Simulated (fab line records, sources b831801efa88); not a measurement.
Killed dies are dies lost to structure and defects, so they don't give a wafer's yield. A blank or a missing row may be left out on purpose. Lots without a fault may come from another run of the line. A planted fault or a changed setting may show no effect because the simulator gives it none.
Chamber matching | flow gf180mcu | GF_PASSIVATION_CVD_02 on pecvd-02: 3 sister chambers
The step deposits Si3N4, target thk 700 nm, time 486.18 s. 6 wafers are shown with their chamber, then 9 later ones without.

WAFERS WITH THEIR CHAMBER
wafer  | chamber | heater_power_w (W)
L082.1 | 0       | 708
L084.4 | 0       | 755
L089.6 | 2       | 742
L090.1 | 1       | 685
L090.2 | 2       | 735
L090.5 | 1       | 734

WAFERS WITHOUT THEIR CHAMBER
wafer  | heater_power_w (W)
L093.3 | 743
L093.4 | 589
L093.6 | 725
L094.3 | 643
L094.4 | 680
L094.5 | 716
L095.2 | 710
L095.3 | 630
L095.4 | 606

WHICH CHAMBER EACH WENT THROUGH
wafer  | from the rows above          | in truth
L093.3 | can't be placed: 2 or 0 or 1 | 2
L093.4 | can't be placed: 1 or 0 or 2 | 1
L093.6 | can't be placed: 0 or 2 or 1 | 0
L094.3 | can't be placed: 1 or 0 or 2 | 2
L094.4 | can't be placed: 1 or 0 or 2 | 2
L094.5 | can't be placed: 1 or 0 or 2 | 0
L095.2 | can't be placed: 1 or 0 or 2 | 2
L095.3 | can't be placed: 1 or 0 or 2 | 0
L095.4 | can't be placed: 1 or 0 or 2 | 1
Placed correctly: 0 of 9. Can't be placed from these rows: 9 (the true chamber is among the candidates in 9). Placed wrongly: 0.
How it was worked out, from the rows above alone: a wafer's distance from a chamber is the root of the sum, over the readings, of the square of ((its reading less the chamber's mean) divided by the reading's scatter). The wafer belongs to the nearest chamber; if the next one is less than 2 further off, it can't be placed. A chamber's mean is the mean of its shown wafers. The scatter: the root of (the sum of the squares of (reading less its chamber's mean) over the shown wafers, divided by (wafers less chambers)).
